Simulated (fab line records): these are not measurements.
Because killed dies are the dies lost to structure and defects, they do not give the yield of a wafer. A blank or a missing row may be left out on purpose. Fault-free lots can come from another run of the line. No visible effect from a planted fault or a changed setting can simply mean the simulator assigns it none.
The tool behind it: which one? / flow sky130 / 6 lots with 17 wafers sampled at 4 steps, on a route of 708 steps

## WHAT EACH GAUGE READ, for each wafer
SKY_SD_N_TW_MEAS_12.
lot=L811; measured=day 28 02:17; on=filmMetro-04; SD_N_TW=3975 3958 3955
lot=L815; measured=day 30 03:13; on=filmMetro-03; SD_N_TW=3978 3957 3975
lot=L817; measured=day 31 02:47; on=filmMetro-02; SD_N_TW=3998 3992 3993
lot=L819; measured=day 31 20:53; on=filmMetro-03; SD_N_TW=3966 3951 3958
lot=L825; measured=day 34 05:53; on=filmMetro-03; SD_N_TW=3974 3985
lot=L824; measured=day 34 07:16; on=filmMetro-02; SD_N_TW=4023 3993 4004

## WHAT TOOL EACH LOT RAN ON (gives the tool, then ch and the chambers of the sampled wafers, and finally the start)
lot=L811; SKY_POLY_CUT_ETCH_10=rieDiel-01 ch 0,2,3, day 24 09:22; SKY_SD_P_STRIP_10=plasmaAsher-02 ch 0,1, day 25 15:20; SKY_RES_XHIGH_SOFTBAKE_03=lithoTrack-02 ch 0, day 26 06:08
lot=L815; SKY_POLY_CUT_ETCH_10=rieDiel-01 ch 0,3, day 26 11:37; SKY_SD_P_STRIP_10=plasmaAsher-04 ch 0,1, day 27 17:07; SKY_RES_XHIGH_SOFTBAKE_03=lithoTrack-02 ch 0, day 28 07:48
lot=L817; SKY_POLY_CUT_ETCH_10=rieDiel-02 ch 0,1, day 27 10:31; SKY_SD_P_STRIP_10=plasmaAsher-01 ch 0,1, day 28 15:44; SKY_RES_XHIGH_SOFTBAKE_03=lithoTrack-04 ch 0, day 29 06:50
lot=L819; SKY_POLY_CUT_ETCH_10=rieDiel-01 ch 2,3, day 28 05:40; SKY_SD_P_STRIP_10=plasmaAsher-02 ch 0,1, day 29 11:14; SKY_RES_XHIGH_SOFTBAKE_03=lithoTrack-03 ch 0, day 30 01:13
lot=L825; SKY_POLY_CUT_ETCH_10=rieDiel-01 ch 0,2, day 31 00:16; SKY_SD_P_STRIP_10=plasmaAsher-01 ch 1, day 32 04:17; SKY_RES_XHIGH_SOFTBAKE_03=lithoTrack-02 ch 0, day 32 16:48
lot=L824; SKY_POLY_CUT_ETCH_10=rieDiel-01 ch 1,2, day 31 00:37; SKY_SD_P_STRIP_10=plasmaAsher-02 ch 0,1, day 32 04:34; SKY_RES_XHIGH_SOFTBAKE_03=lithoTrack-03 ch 0, day 32 17:25
- SKY_POLY_CUT_ETCH_10: etches BARC in N2/H2, stops on SiO2, time 45.9 s, target depth 60 nm.
- SKY_SD_P_STRIP_10: strips in O2/N2.
- SKY_RES_XHIGH_SOFTBAKE_03: time 60 s.

## THE ANSWER, worked out from the rows above alone
Rule: the usual values come from the lots themselves. Put in order of their means at a reading, lots are off if they are a third of the lots or fewer, leave a main group of 4 or more, and stand apart from it by a gap of 3 or more times the standard deviation of the main group's means; of several such gaps the widest counts. A main group is skipped when, at the precision printed for the reading in the tables above, its means are all equal. Also off: a lot with no number at a reading for which 4 or more lots have one. The other lots that the step has rows for count as sound.
No lot is off at any reading shown: from this, nothing can be told.

## WHAT THE SIMULATOR PUT IN
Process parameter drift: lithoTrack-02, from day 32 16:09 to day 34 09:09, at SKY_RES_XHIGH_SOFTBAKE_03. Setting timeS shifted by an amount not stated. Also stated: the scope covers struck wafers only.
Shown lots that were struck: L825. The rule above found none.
